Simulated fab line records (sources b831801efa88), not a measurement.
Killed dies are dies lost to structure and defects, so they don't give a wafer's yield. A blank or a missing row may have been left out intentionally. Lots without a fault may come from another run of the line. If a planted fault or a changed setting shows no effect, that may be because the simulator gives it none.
fab line records	flow sky130
record: lots: 24	wafers: 72	last-day: 50
route steps=708 shown SONOS_TUNNEL@166 POLY_GATE@236 SD_N@353 CONTACT@422 METAL1@451
lots untouched by any fault: they come from a run of this same line in which no faults occurred
start-h: hours from the record's opening day to when the first of the lot's shown wafers began	wait-h: time in hours since the lot's previous step	" identical to the entry in the row above	L1.1+2: a row that stands for several wafers	- no value, or no start was given	* or withheld: withheld	< > ~ a bound
route shown NAME@n: a module of which the file shows steps, and the number in the route of the first	usual: the fault-free wafers' mean and standard deviation	same: alike in all rows	chamber/n: place in a boat	sites: readings site by site	_std_site: how widely they spread, as a standard deviation	_edge_site: inner sites' mean taken away from outer sites' mean	radius-mm: for every site, how far away it sits from the centre of the wafer	mask NAME#n: copy n	behind: the last tool/chamber to shape the wafer	hold: the reason the lot was held/the length of the hold in hours/how it ended	device: the transistor (n, p or np) that didn't switch	end of line: the tests these same wafers got at the end of their route	for a step that has no rows: nothing shown but its recipe	killed: dies that structure and defects cost at the first sort, which is not the same as the wafer's yield	map: per-die view of a wafer (x killed, . not killed, _ where there is no die)
set.NAME: the setting the step ran with; set.NAME@STEP: the setting that earlier step ran with	model.NAME: the simulator's own value behind a step, which no gauge read
a sample of lots followed through the steps of the route, with each step as a table and each wafer as a row
services: a tool's chamber out of use, with start hour (start-h, from the record's first day; less than 0 if before it), hours out, and reason
== steps ==
step: SKY_SONOS_TUNNEL_TW_MEAS_12
usual: SONOS_TUNNEL_TW: 198.5/1.1
lot.wafer	tool	chamber	start-h	wait-h	SONOS_TUNNEL_TW
L075.1	film-metro-03	-	260.74	0.0	198.8
L075.4	"	-	"	"	198.1
L075.5	"	-	"	"	198.5
L074.3	film-metro-02	-	262.35	0.0	198.3
L074.4	"	-	"	"	199.2
L074.6	"	-	"	"	198.6
L076.1	film-metro-02	-	266.21	0.0	199.4
L076.4	"	-	"	"	199.4
L076.6	"	-	"	"	199.8
L077.2	film-metro-02	-	267.49	0.0	200.6
L077.3	"	-	"	"	199.1
L077.6	"	-	"	"	199.5
L078.3	film-metro-04	-	274.21	0.0	197.6
L078.4	"	-	"	"	197.0
L078.5	"	-	"	"	197.0
L079.1	film-metro-04	-	284.79	0.0	197.1
L079.3	"	-	"	"	196.2
L079.5	"	-	"	"	197.1
L080.2	film-metro-03	-	298.32	0.0	197.6
L080.5	"	-	"	"	198.2
L080.6	"	-	"	"	197.5
L081.1	film-metro-02	-	309.72	0.0	198.5
L081.2	"	-	"	"	198.4
L081.5	"	-	"	"	199.2
L082.4	film-metro-03	-	320.74	0.0	198.3
L082.5	"	-	"	"	197.7
L082.6	"	-	"	"	199.1
L083.1	film-metro-04	-	330.78	0.0	197.6
L083.3	"	-	"	"	197.2
L083.5	"	-	"	"	197.8
L084.1	film-metro-02	-	331.08	0.0	199.2
L084.2	"	-	"	"	200.8
L084.6	"	-	"	"	199.2
L085.1	film-metro-03	-	344.60	0.0	200.1
L085.2	"	-	"	"	198.4
L085.3	"	-	"	"	198.4
L086.1	film-metro-02	-	348.97	0.0	199.2
L086.4	"	-	"	"	199.9
L086.6	"	-	"	"	198.8
L087.3	film-metro-02	-	361.51	0.0	198.6
L087.5	"	-	"	"	198.4
L087.6	"	-	"	"	199.3
L089.2	film-metro-03	-	366.19	0.0	199.4
L089.3	"	-	"	"	198.4
L089.6	"	-	"	"	199.2
L088.1	film-metro-02	-	366.33	0.0	199.2
L088.3	"	-	"	"	198.6
L088.4	"	-	"	"	198.6
L090.1	film-metro-02	-	378.11	0.0	198.4
L090.2	"	-	"	"	197.5
L090.6	"	-	"	"	199.1
L091.1	film-metro-03	-	381.21	0.0	198.7
L091.5	"	-	"	"	198.7
L091.6	"	-	"	"	199.1
L092.2	film-metro-03	-	393.89	0.0	197.9
L092.4	"	-	"	"	198.2
L092.6	"	-	"	"	199.0
L093.3	film-metro-04	-	401.50	0.0	197.0
L093.4	"	-	"	"	197.0
L093.6	"	-	"	"	197.7
L094.2	film-metro-04	-	407.92	0.0	196.5
L094.3	"	-	"	"	197.4
L094.5	"	-	"	"	197.8
L095.2	film-metro-02	-	410.47	0.0	199.1
L095.3	"	-	"	"	200.1
L095.5	"	-	"	"	199.7
L096.1	film-metro-02	-	418.77	0.0	200.4
L096.3	"	-	"	"	199.8
L096.4	"	-	"	"	200.6
L097.1	film-metro-04	-	430.07	0.0	197.1
L097.2	"	-	"	"	197.0
L097.4	"	-	"	"	197.1
step: SKY_POLY_GATE_CD_MEAS_22
usual: cd-nm: 149.9/2.6
lot.wafer	tool	chamber	start-h	wait-h	cd-nm
L075.1	cd-sem-01	-	384.16	0.1	153.3
L075.4	"	-	"	"	148.8
L075.5	"	-	"	"	147.9
L074.3	cd-sem-01	-	385.47	0.1	148.4
L074.4	"	-	"	"	146.1
L074.6	"	-	"	"	148.6
L076.1	cd-sem-02	-	389.24	0.1	149.2
L076.4	"	-	"	"	150.5
L076.6	"	-	"	"	151.6
L077.2	cd-sem-02	-	391.81	0.1	152.7
L077.3	"	-	"	"	148.0
L077.6	"	-	"	"	153.7
L078.3	cd-sem-02	-	398.08	0.1	150.3
L078.4	"	-	"	"	147.2
L078.5	"	-	"	"	148.8
L079.1	cd-sem-02	-	409.25	0.1	151.5
L079.3	"	-	"	"	148.7
L079.5	"	-	"	"	155.0
L080.2	cd-sem-02	-	423.82	0.1	153.0
L080.5	"	-	"	"	153.5
L080.6	"	-	"	"	155.0
L081.1	cd-sem-01	-	438.36	0.1	150.3
L081.2	"	-	"	"	149.5
L081.5	"	-	"	"	149.0
L082.4	cd-sem-01	-	450.44	0.1	150.7
L082.5	"	-	"	"	152.0
L082.6	"	-	"	"	150.6
L084.1	cd-sem-01	-	465.87	0.1	149.6
L084.2	"	-	"	"	149.5
L084.6	"	-	"	"	150.6
L083.1	cd-sem-01	-	467.22	0.1	152.4
L083.3	"	-	"	"	150.8
L083.5	"	-	"	"	150.9
L085.1	cd-sem-02	-	477.46	0.1	151.3
L085.2	"	-	"	"	150.6
L085.3	"	-	"	"	148.4
L086.1	cd-sem-01	-	483.34	0.1	147.6
L086.4	"	-	"	"	148.1
L086.6	"	-	"	"	149.7
L087.3	cd-sem-01	-	497.02	0.1	148.8
L087.5	"	-	"	"	150.4
L087.6	"	-	"	"	148.8
L088.1	cd-sem-02	-	501.72	0.1	149.5
L088.3	"	-	"	"	148.9
L088.4	"	-	"	"	147.4
L089.2	cd-sem-01	-	503.12	0.1	147.0
L089.3	"	-	"	"	150.2
L089.6	"	-	"	"	151.2
L090.1	cd-sem-02	-	513.53	0.1	149.5
L090.2	"	-	"	"	149.5
L090.6	"	-	"	"	148.6
L091.1	cd-sem-01	-	519.25	0.1	145.8
L091.5	"	-	"	"	152.6
L091.6	"	-	"	"	150.1
L092.2	cd-sem-01	-	528.81	0.1	152.4
L092.4	"	-	"	"	151.3
L092.6	"	-	"	"	152.5
L093.3	cd-sem-01	-	540.85	0.1	149.3
L093.4	"	-	"	"	149.7
L093.6	"	-	"	"	147.7
L094.2	cd-sem-02	-	543.17	0.1	150.7
L094.3	"	-	"	"	150.2
L094.5	"	-	"	"	143.1
L095.2	cd-sem-02	-	547.07	0.1	145.5
L095.3	"	-	"	"	148.3
L095.5	"	-	"	"	148.8
L096.1	cd-sem-01	-	563.97	0.1	154.1
L096.3	"	-	"	"	153.6
L096.4	"	-	"	"	154.2
L097.1	cd-sem-02	-	569.64	0.1	147.8
L097.2	"	-	"	"	150.7
L097.4	"	-	"	"	145.6
step: SKY_SD_N_STRIP_11
recipe: chemistry: O2/N2	power-w: 1400	pressure-mtorr: 1500	platen-temp-c: withheld	o2-flow-sccm: 3000	n2-flow-sccm: 300	overash-fraction: 0.5
usual: chamber-pressure-mTorr: 1499.9/1.4	drypump-motor-current-A: 5.6/0.47	o2-flow-sccm: 2999/9.5	oes-product-au: 0.528/0.0045	strip-time-to-endpoint-s: 22.53/0.039
lot.wafer	tool	chamber	start-h	wait-h	chamber-pressure-mTorr	drypump-motor-current-A	o2-flow-sccm	oes-product-au	rf-hours-counter-h	strip-time-to-endpoint-s
L075.1	plasma-asher-04	0	658.44	0.1	1499.5	5.5	3009	0.533	52	22.51
L075.4	"	0	"	"	1498.4	5.5	3014	0.531	-	22.51
L075.5	"	1	"	"	1497.7	5.3	2999	0.526	-	22.53
L074.3	plasma-asher-04	0	661.52	0.1	1501.1	5.5	3002	0.533	-	22.57
L074.4	"	1	"	"	1498.0	5.4	3008	0.534	-	22.56
L074.6	"	1	"	"	1497.7	5.3	3003	0.523	-	22.58
L076.1	plasma-asher-04	1	666.39	0.1	1499.3	5.3	3009	0.525	53	22.56
L076.4	"	0	"	"	1499.8	5.5	2988	0.529	-	22.57
L076.6	"	0	"	"	1500.6	5.6	2993	0.522	-	22.52
L077.2	plasma-asher-02	0	667.29	0.1	1497.9	6.1	2988	0.529	85	22.53
L077.3	"	1	"	"	1499.0	5.8	3003	0.532	-	22.53
L077.6	"	0	"	"	1501.2	6.1	2983	0.530	-	22.52
L078.3	plasma-asher-01	1	673.78	0.1	1498.9	4.7	2988	0.530	-	22.54
L078.4	"	0	"	"	1499.3	5.9	3015	0.524	-	22.58
L078.5	"	1	"	"	1501.4	4.7	2978	0.537	-	22.55
L079.1	plasma-asher-02	0	686.96	0.1	1499.3	6.1	2984	0.525	87	22.53
L079.3	"	0	"	"	1498.3	6.1	2990	0.528	-	22.51
L079.5	"	1	"	"	1498.4	5.8	3007	0.530	-	22.48
L080.2	plasma-asher-01	1	699.44	0.1	1498.7	4.7	2988	0.528	103	22.58
L080.5	"	1	"	"	1501.2	4.7	2999	0.530	-	22.57
L080.6	"	0	"	"	1498.9	5.8	3002	0.530	-	22.52
L081.1	plasma-asher-01	1	710.86	0.1	1499.7	4.7	2989	0.526	104	22.47
L081.2	"	0	"	"	1500.0	5.9	3012	0.530	104	22.53
L081.5	"	1	"	"	1499.9	4.8	2993	0.527	-	22.54
L082.4	plasma-asher-01	0	723.44	0.1	1500.8	5.9	3011	0.527	-	22.48
L082.5	"	0	"	"	1499.0	5.9	3000	0.525	-	22.49
L082.6	"	1	"	"	1500.0	4.7	3003	0.523	-	22.48
L084.1	plasma-asher-04	1	735.99	0.1	1500.6	5.3	2993	0.526	60	22.46
L084.2	"	0	"	"	1498.6	5.5	3010	0.522	60	22.43
L084.6	"	1	"	"	1500.5	5.3	2989	0.529	-	22.47
L083.1	plasma-asher-02	0	742.05	0.1	1498.9	6.1	2989	0.526	92	22.56
L083.3	"	1	"	"	1498.3	5.8	2999	0.529	-	22.55
L083.5	"	0	"	"	1501.3	6.1	3003	0.525	-	22.53
L085.1	plasma-asher-02	1	747.05	0.1	1499.6	5.8	2994	0.529	93	22.54
L085.2	"	0	"	"	1500.6	6.1	2999	0.533	93	22.56
L085.3	"	1	"	"	1504.9	5.8	2999	0.528	-	22.58
L086.1	plasma-asher-01	1	753.06	0.1	1498.9	4.7	3003	0.527	1	22.47
L086.4	"	0	"	"	1500.3	5.8	2989	0.525	-	22.49
L086.6	"	1	"	"	1497.4	4.8	2993	0.528	-	22.53
L087.3	plasma-asher-02	1	764.72	0.1	1497.9	5.8	3009	0.526	-	22.58
L087.5	"	1	"	"	1500.2	5.8	3020	0.528	-	22.49
L087.6	"	0	"	"	1500.4	6.1	3005	0.529	-	22.53
L088.1	plasma-asher-04	1	769.86	0.1	1501.3	5.4	2998	0.518	63	22.52
L088.3	"	1	"	"	1498.5	5.4	2992	0.533	-	22.52
L088.4	"	0	"	"	1501.7	5.5	3012	0.526	-	22.52
L089.2	plasma-asher-02	1	771.56	0.1	1501.8	5.8	2993	0.524	95	22.57
L089.3	"	0	"	"	1497.6	6.1	2981	0.532	-	22.54
L089.6	"	1	"	"	1499.9	5.8	2999	0.524	-	22.52
L090.1	plasma-asher-02	0	783.11	0.1	1501.5	6.1	2997	0.519	96	22.50
L090.2	"	1	"	"	1500.6	5.8	3001	0.529	96	22.54
L090.6	"	1	"	"	1498.8	5.8	2991	0.531	-	22.52
L091.1	plasma-asher-01	1	788.34	0.1	1500.8	4.7	2989	0.526	5	22.48
L091.5	"	1	"	"	1498.8	4.8	2991	0.526	-	22.51
L091.6	"	0	"	"	1500.6	5.8	3000	0.523	-	22.51
L092.2	plasma-asher-01	1	793.40	0.1	1498.9	4.7	3008	0.537	5	22.54
L092.4	"	1	"	"	1500.2	4.7	3003	0.527	-	22.53
L092.6	"	1	"	"	1500.1	4.7	3011	0.523	-	22.52
L093.3	plasma-asher-02	0	803.53	0.1	1499.3	6.1	3022	0.526	-	22.53
L093.4	"	1	"	"	1501.7	5.8	3014	0.531	-	22.59
L093.6	"	1	"	"	1500.3	5.8	3007	0.523	-	22.64
L094.2	plasma-asher-01	0	805.89	0.1	1499.8	5.8	3008	0.536	6	22.52
L094.3	"	1	"	"	1499.0	4.7	2998	0.527	-	22.58
L094.5	"	0	"	"	1499.1	5.8	2994	0.522	-	22.55
L095.2	plasma-asher-01	1	810.66	0.1	1500.0	4.7	3017	0.529	7	22.51
L095.3	"	1	"	"	1499.7	4.7	3017	0.534	-	22.44
L095.5	"	0	"	"	1498.7	5.8	3000	0.524	-	22.47
L096.1	plasma-asher-04	1	824.95	0.1	1502.6	5.3	3018	0.519	69	22.50
L096.3	"	0	"	"	1499.6	5.5	2996	0.529	-	22.53
L096.4	"	1	"	"	1500.3	5.3	2989	0.540	-	22.50
L097.1	plasma-asher-02	0	828.05	0.1	1500.1	6.1	2997	0.525	101	22.57
L097.2	"	1	"	"	1502.2	5.7	3000	0.527	101	22.58
L097.4	"	0	"	"	1500.5	6.1	2990	0.531	-	22.60
step: SKY_CONTACT_ETCH_16
recipe: chemistry: N2/H2	target: BARC	ion-energy-ev: 200	source-w: 500	bias-w: 100	pressure-mtorr: 30	n2-flow-sccm: 100	h2-flow-sccm: 200	stop-on: SiO2	time-s: 45.9	target-depth-a: 600
usual: chamber-pressure-mTorr: 30.004/0.028	drypump-motor-current-A: 5.8/0.54	oes-product-au: 0.855/0.0049	throttle-valve-pct: 13.225/0.0097
lot.wafer	tool	chamber	start-h	wait-h	chamber-pressure-mTorr	drypump-motor-current-A	oes-product-au	rf-hours-counter-h	throttle-valve-pct
L075.1	rie-diel-04	0	748.87	0.0	30.043	5.6	0.845	2	13.233
L075.4	"	2	"	"	29.984	5.6	0.854	4	13.221
L075.5	"	1	"	"	29.975	5.5	0.855	-	13.234
L074.3	rie-diel-04	1	751.50	0.0	30.024	5.6	0.849	13	13.228
L074.4	"	3	"	"	30.027	6.7	0.848	12	13.227
L074.6	"	1	"	"	29.952	5.6	0.857	-	13.244
L076.1	rie-diel-04	1	756.18	0.1	29.976	5.5	0.860	13	13.229
L076.4	"	0	"	"	30.002	5.5	0.850	3	13.207
L076.6	"	3	"	"	29.982	6.6	0.857	-	13.226
L077.2	rie-diel-01	3	757.65	0.0	29.960	6.2	0.847	7	13.226
L077.3	"	0	"	"	29.989	5.8	0.857	32	13.235
L077.6	"	1	"	"	30.009	6.4	0.857	-	13.211
L078.3	rie-diel-01	0	763.41	0.0	29.979	5.8	0.851	32	13.213
L078.4	"	1	"	"	30.002	6.4	0.857	-	13.236
L078.5	"	0	"	"	29.987	5.8	0.855	-	13.206
L079.1	rie-diel-04	1	775.31	0.0	30.012	5.6	0.850	14	13.224
L079.3	"	3	"	"	30.014	6.7	0.851	13	13.237
L079.5	"	0	"	"	30.027	5.6	0.855	-	13.224
L080.2	rie-diel-04	3	788.17	0.0	29.992	6.6	0.850	14	13.234
L080.5	"	2	"	"	29.991	5.6	0.855	-	13.213
L080.6	"	0	"	"	29.975	5.6	0.851	-	13.235
L081.1	rie-diel-04	3	798.56	0.0	29.960	6.6	0.849	14	13.226
L081.2	"	2	"	"	29.980	5.6	0.863	6	13.249
L081.5	"	3	"	"	29.998	6.7	0.851	-	13.217
L082.4	rie-diel-01	0	808.70	0.0	30.031	5.8	0.850	34	13.237
L082.5	"	2	"	"	30.001	4.7	0.858	-	13.217
L082.6	"	1	"	"	30.019	6.5	0.858	-	13.227
L084.1	rie-diel-04	0	821.06	0.0	29.966	5.6	0.854	5	13.214
L084.2	"	2	"	"	30.052	5.6	0.861	7	13.232
L084.6	"	1	"	"	29.997	5.6	0.861	-	13.219
L083.1	rie-diel-01	2	827.45	0.0	29.979	4.7	0.856	3	13.229
L083.3	"	1	"	"	30.026	6.4	0.855	15	13.220
L083.5	"	2	"	"	30.080	4.7	0.858	-	13.208
L085.1	rie-diel-01	1	832.26	0.0	30.021	6.4	0.860	15	13.228
L085.2	"	3	"	"	29.998	6.2	0.854	10	13.221
L085.3	"	2	"	"	30.040	4.7	0.857	3	13.217
L086.1	rie-diel-03	1	837.45	0.0	29.973	5.8	0.851	17	13.219
L086.4	"	1	"	"	29.996	5.8	0.853	-	13.215
L086.6	"	0	"	"	30.007	5.7	0.855	-	13.213
L087.3	rie-diel-03	3	848.26	0.0	30.037	5.1	0.845	7	13.219
L087.5	"	2	"	"	30.005	5.1	0.853	-	13.218
L087.6	"	3	"	"	29.986	5.1	0.852	-	13.226
L088.1	rie-diel-04	3	853.07	0.0	30.016	6.7	0.857	16	13.209
L088.3	"	0	"	"	30.005	5.6	0.855	6	13.221
L088.4	"	2	"	"	29.948	5.6	0.856	8	13.215
L089.2	rie-diel-01	0	854.25	0.0	29.987	5.8	0.842	0	13.244
L089.3	"	3	"	"	29.944	6.2	0.848	11	13.231
L089.6	"	2	"	"	30.023	4.7	0.855	-	13.219
L090.1	rie-diel-01	1	866.15	0.0	29.999	6.4	0.861	16	13.230
L090.2	"	3	"	"	30.017	6.2	0.853	12	13.231
L090.6	"	1	"	"	29.985	6.4	0.856	-	13.222
L091.1	rie-diel-04	1	870.17	0.0	30.000	5.5	0.865	17	13.224
L091.5	"	3	"	"	30.004	6.7	0.859	-	13.212
L091.6	"	0	"	"	30.025	5.6	0.850	-	13.230
L092.2	rie-diel-04	2	875.10	0.0	30.038	5.6	0.857	9	13.227
L092.4	"	1	"	"	30.004	5.6	0.857	17	13.211
L092.6	"	1	"	"	30.030	5.5	0.850	-	13.231
L093.3	rie-diel-01	0	884.22	0.0	29.985	5.7	0.852	2	13.220
L093.4	"	1	"	"	30.049	6.5	0.855	17	13.224
L093.6	"	1	"	"	30.027	6.4	0.861	-	13.228
L094.2	rie-diel-03	3	886.60	0.0	30.029	5.1	0.853	8	13.207
L094.3	"	2	"	"	30.000	5.1	0.849	2	13.226
L094.5	"	1	"	"	29.992	5.8	0.852	-	13.228
L095.2	rie-diel-01	0	892.62	0.0	30.038	5.8	0.850	2	13.219
L095.3	"	3	"	"	30.042	6.2	0.853	12	13.242
L095.5	"	1	"	"	29.959	6.4	0.859	-	13.219
L096.1	rie-diel-01	3	904.82	0.0	30.039	6.2	0.855	13	13.233
L096.3	"	0	"	"	29.958	5.8	0.855	2	13.214
L096.4	"	0	"	"	30.000	5.8	0.858	-	13.237
L097.1	rie-diel-03	2	908.60	0.0	30.053	5.1	0.861	2	13.233
L097.2	"	1	"	"	29.993	5.8	0.857	19	13.225
L097.4	"	3	"	"	30.031	5.1	0.858	9	13.228
step: SKY_CONTACT_ETCH_17
recipe: target: SiO2	chemistry: C4F8/O2/Ar	stop-on: Si3N4	mask-material: KrF-thick	source-w: 1500	bias-w: 1200	pressure-mtorr: 40	c4f8-flow-sccm: withheld	O2_flow_sccm: 6	Ar_flow_sccm: 300	time-s: withheld	target-depth-a: 3400
usual: chamber-pressure-mTorr: 40.00/0.038	oes-product-au: 0.892/0.0051
lot.wafer	tool	chamber	start-h	wait-h	chamber-pressure-mTorr	oes-product-au
L075.1	rie-diel-04	0	748.91	0.0	39.97	0.888
L075.4	"	2	"	"	39.97	0.880
L075.5	"	1	"	"	40.08	0.891
L074.3	rie-diel-04	1	751.54	0.0	39.95	0.890
L074.4	"	3	"	"	39.98	0.882
L074.6	"	1	"	"	40.00	0.887
L076.1	rie-diel-04	1	756.22	0.0	40.04	0.886
L076.4	"	0	"	"	39.97	0.890
L076.6	"	3	"	"	39.95	0.892
L077.2	rie-diel-01	3	757.69	0.0	39.97	0.891
L077.3	"	0	"	"	40.04	0.886
L077.6	"	1	"	"	39.96	0.893
L078.3	rie-diel-01	0	763.45	0.0	39.99	0.893
L078.4	"	1	"	"	40.04	0.889
L078.5	"	0	"	"	40.01	0.892
L079.1	rie-diel-04	1	775.35	0.0	39.95	0.897
L079.3	"	3	"	"	39.92	0.900
L079.5	"	0	"	"	40.05	0.895
L080.2	rie-diel-04	3	788.21	0.0	40.07	0.897
L080.5	"	2	"	"	40.01	0.895
L080.6	"	0	"	"	39.98	0.897
L081.1	rie-diel-04	3	798.60	0.0	40.09	0.895
L081.2	"	2	"	"	39.96	0.892
L081.5	"	3	"	"	39.99	0.897
L082.4	rie-diel-01	0	808.74	0.0	39.99	0.885
L082.5	"	2	"	"	40.02	0.890
L082.6	"	1	"	"	39.99	0.893
L084.1	rie-diel-04	0	821.10	0.0	39.98	0.892
L084.2	"	2	"	"	39.98	0.890
L084.6	"	1	"	"	39.99	0.901
L083.1	rie-diel-01	2	827.49	0.0	40.01	0.888
L083.3	"	1	"	"	40.00	0.887
L083.5	"	2	"	"	40.03	0.884
L085.1	rie-diel-01	1	832.30	0.0	40.06	0.899
L085.2	"	3	"	"	40.04	0.885
L085.3	"	2	"	"	39.97	0.904
L086.1	rie-diel-03	1	837.49	0.0	40.01	0.887
L086.4	"	1	"	"	40.01	0.889
L086.6	"	0	"	"	39.98	0.887
L087.3	rie-diel-03	3	848.30	0.0	40.00	0.889
L087.5	"	2	"	"	39.98	0.883
L087.6	"	3	"	"	40.02	0.894
L088.1	rie-diel-04	3	853.11	0.0	39.95	0.896
L088.3	"	0	"	"	39.99	0.896
L088.4	"	2	"	"	39.97	0.887
L089.2	rie-diel-01	0	854.29	0.0	40.00	0.894
L089.3	"	3	"	"	40.01	0.896
L089.6	"	2	"	"	40.07	0.891
L090.1	rie-diel-01	1	866.19	0.0	39.96	0.897
L090.2	"	3	"	"	39.99	0.895
L090.6	"	1	"	"	40.03	0.893
L091.1	rie-diel-04	1	870.21	0.0	40.00	0.902
L091.5	"	3	"	"	39.96	0.887
L091.6	"	0	"	"	39.98	0.894
L092.2	rie-diel-04	2	875.14	0.0	40.05	0.886
L092.4	"	1	"	"	39.98	0.898
L092.6	"	1	"	"	40.04	0.895
L093.3	rie-diel-01	0	884.26	0.0	39.96	0.887
L093.4	"	1	"	"	40.07	0.892
L093.6	"	1	"	"	40.04	0.898
L094.2	rie-diel-03	3	886.64	0.0	40.03	0.891
L094.3	"	2	"	"	39.96	0.882
L094.5	"	1	"	"	39.99	0.905
L095.2	rie-diel-01	0	892.66	0.0	40.01	0.898
L095.3	"	3	"	"	40.03	0.887
L095.5	"	1	"	"	39.96	0.884
L096.1	rie-diel-01	3	904.86	0.0	40.00	0.894
L096.3	"	0	"	"	39.90	0.896
L096.4	"	0	"	"	39.95	0.901
L097.1	rie-diel-03	2	908.64	0.0	39.99	0.892
L097.2	"	1	"	"	39.98	0.888
L097.4	"	3	"	"	40.05	0.890
step: SKY_METAL1_DESCUM_17
recipe: chemistry: O2	source-power-w: 150	bias-power-w: 0	pressure-mtorr: 10	temp-c: 40	time-s: 8
usual: chamber-pressure-mTorr: 10.001/0.0095	drypump-motor-current-A: 5.8/0.45	he-backside-leak-sccm: 3.41/0.23	oes-product-au: 1.005/0.0099
lot.wafer	tool	chamber	start-h	wait-h	chamber-pressure-mTorr	drypump-motor-current-A	he-backside-leak-sccm	oes-product-au	rf-hours-counter-h
L075.1	rie-metal-02	1	778.31	0.0	10.002	5.5	3.50	1.021	11
L075.4	"	1	"	"	10.004	5.5	3.42	1.013	-
L075.5	"	1	"	"	9.997	5.5	3.53	1.025	-
L074.3	rie-metal-02	1	780.82	0.0	9.998	5.5	3.41	1.016	-
L074.4	"	1	"	"	10.009	5.5	3.36	1.021	-
L074.6	"	1	"	"	10.009	5.6	3.42	1.022	-
L076.1	rie-metal-04	1	786.24	0.0	9.990	5.1	3.30	1.004	13
L076.4	"	1	"	"	9.982	5.2	3.23	1.008	-
L076.6	"	1	"	"	10.007	5.2	3.34	0.994	-
L077.2	rie-metal-01	1	787.39	0.0	10.008	6.1	3.40	1.011	14
L077.3	"	1	"	"	10.008	6.1	3.23	1.006	-
L077.6	"	0	"	"	10.014	5.7	3.48	1.009	-
L078.3	rie-metal-04	1	793.18	0.0	9.993	5.2	3.63	1.004	-
L078.4	"	1	"	"	10.000	5.2	3.43	0.992	-
L078.5	"	1	"	"	10.008	5.2	3.36	1.005	-
L079.1	rie-metal-02	1	802.90	0.0	10.009	5.5	3.23	1.017	12
L079.3	"	1	"	"	9.992	5.6	3.42	1.011	-
L079.5	"	1	"	"	10.000	5.6	3.12	1.018	-
L080.2	rie-metal-01	1	816.04	0.0	10.023	6.2	3.34	1.015	15
L080.5	"	1	"	"	9.984	6.2	3.47	1.022	-
L080.6	"	0	"	"	10.009	5.7	3.60	1.007	-
L081.1	rie-metal-02	0	826.31	0.0	10.001	6.2	3.26	0.988	0
L081.2	"	1	"	"	10.019	5.6	3.54	1.018	13
L081.5	"	0	"	"	10.012	6.2	3.50	0.985	-
L082.4	rie-metal-04	0	836.77	0.0	9.990	6.4	3.39	0.993	-
L082.5	"	0	"	"	10.007	6.4	3.44	1.004	-
L082.6	"	1	"	"	9.996	5.2	3.26	0.997	-
L084.1	rie-metal-04	0	848.61	0.0	9.989	6.4	3.20	1.003	2
L084.2	"	1	"	"	9.986	5.2	3.29	1.011	16
L084.6	"	1	"	"	10.012	5.2	3.38	0.993	-
L083.1	rie-metal-01	0	854.86	0.0	10.001	5.7	3.28	1.000	5
L083.3	"	0	"	"	9.995	5.7	3.60	1.012	-
L083.5	"	1	"	"	10.013	6.2	3.46	1.002	-
L085.1	rie-metal-01	0	858.54	0.0	9.992	5.7	3.27	1.011	6
L085.2	"	1	"	"	9.989	6.2	3.33	1.019	17
L085.3	"	0	"	"	9.986	5.7	3.52	1.018	-
L086.1	rie-metal-01	1	864.80	0.0	10.005	6.2	3.33	1.011	17
L086.4	"	0	"	"	9.999	5.7	3.76	0.999	-
L086.6	"	0	"	"	10.000	5.7	3.65	0.999	-
L087.3	rie-metal-04	0	875.25	0.0	9.996	6.4	3.24	1.003	-
L087.5	"	0	"	"	9.990	6.4	3.40	0.998	-
L087.6	"	1	"	"	10.002	5.2	3.48	0.999	-
L088.1	rie-metal-01	0	880.09	0.0	10.008	5.7	3.44	1.008	7
L088.3	"	0	"	"	9.994	5.7	3.57	1.002	-
L088.4	"	0	"	"	10.001	5.7	3.59	1.008	-
L089.2	rie-metal-04	1	881.75	0.0	9.990	5.2	3.01	1.001	17
L089.3	"	0	"	"	9.991	6.4	3.28	0.996	-
L089.6	"	1	"	"	9.993	5.2	3.03	0.999	-
L090.1	rie-metal-04	1	892.14	0.0	10.007	5.2	3.41	1.001	17
L090.2	"	0	"	"	9.991	6.4	3.35	1.004	3
L090.6	"	1	"	"	10.008	5.2	5.56	0.997	-
L091.1	rie-metal-01	1	896.39	0.0	9.985	6.2	3.64	0.997	0
L091.5	"	1	"	"	9.994	6.2	3.50	0.989	-
L091.6	"	0	"	"	9.997	5.7	3.68	1.002	-
L092.2	rie-metal-01	1	901.25	0.0	10.013	6.2	3.47	0.989	1
L092.4	"	1	"	"	10.007	6.1	3.23	0.998	-
L092.6	"	0	"	"	9.978	5.7	3.41	1.003	-
L093.3	rie-metal-04	1	910.46	0.0	10.005	5.2	3.25	0.980	-
L093.4	"	0	"	"	10.000	6.4	3.45	1.001	-
L093.6	"	1	"	"	10.002	5.2	3.33	0.977	-
L094.2	rie-metal-01	1	912.60	0.0	9.991	6.2	3.41	1.006	1
L094.3	"	0	"	"	10.001	5.7	3.26	1.011	-
L094.5	"	0	"	"	10.007	5.7	3.39	1.015	-
L095.2	rie-metal-04	1	918.80	0.0	9.989	5.2	3.25	0.974	1
L095.3	"	1	"	"	9.990	5.2	3.32	0.982	-
L095.5	"	1	"	"	10.009	5.2	3.10	0.987	-
L096.1	rie-metal-01	1	930.80	0.0	10.001	6.2	3.46	1.006	2
L096.3	"	0	"	"	10.005	5.7	3.47	1.016	-
L096.4	"	1	"	"	9.996	6.2	3.39	1.002	-
L097.1	rie-metal-04	0	934.81	0.0	10.008	6.4	3.33	1.009	5
L097.2	"	0	"	"	9.994	6.4	3.55	1.009	-
L097.4	"	0	"	"	9.985	6.4	3.35	1.003	-
== services ==
tool	chamber	start-h	hours	kind
rie-diel-01	3	643.88	5.3	repair
rie-diel-03	2	657.39	8.2	repair
rie-metal-04	-	694.12	14.6	pm
rie-diel-04	2	707.32	1.9	repair
plasma-asher-01	-	733.75	9.0	pm
rie-diel-01	-	747.58	2.8	pm
rie-diel-03	-	751.81	76.0	repair
rie-metal-01	-	768.89	2.7	repair
rie-diel-04	1	782.17	6.3	repair
plasma-asher-02	-	788.74	0.5	repair
rie-diel-03	-	804.10	0.6	repair
rie-diel-04	1	833.78	2.6	repair
rie-diel-04	3	837.75	6.3	repair
rie-diel-03	0	837.87	2.5	repair
rie-diel-01	1	850.19	4.8	repair
rie-metal-04	-	864.12	1.4	pm
rie-diel-01	2	890.52	9.0	repair
rie-diel-04	0	892.37	4.4	repair
rie-metal-04	-	893.39	0.3	repair
rie-diel-01	1	894.87	16.2	repair
rie-diel-04	-	895.45	1.3	repair
rie-diel-01	0	897.70	4.7	repair
plasma-asher-02	-	898.63	15.6	pm
rie-metal-04	1	932.46	22.2	repair
== key ==
fault none
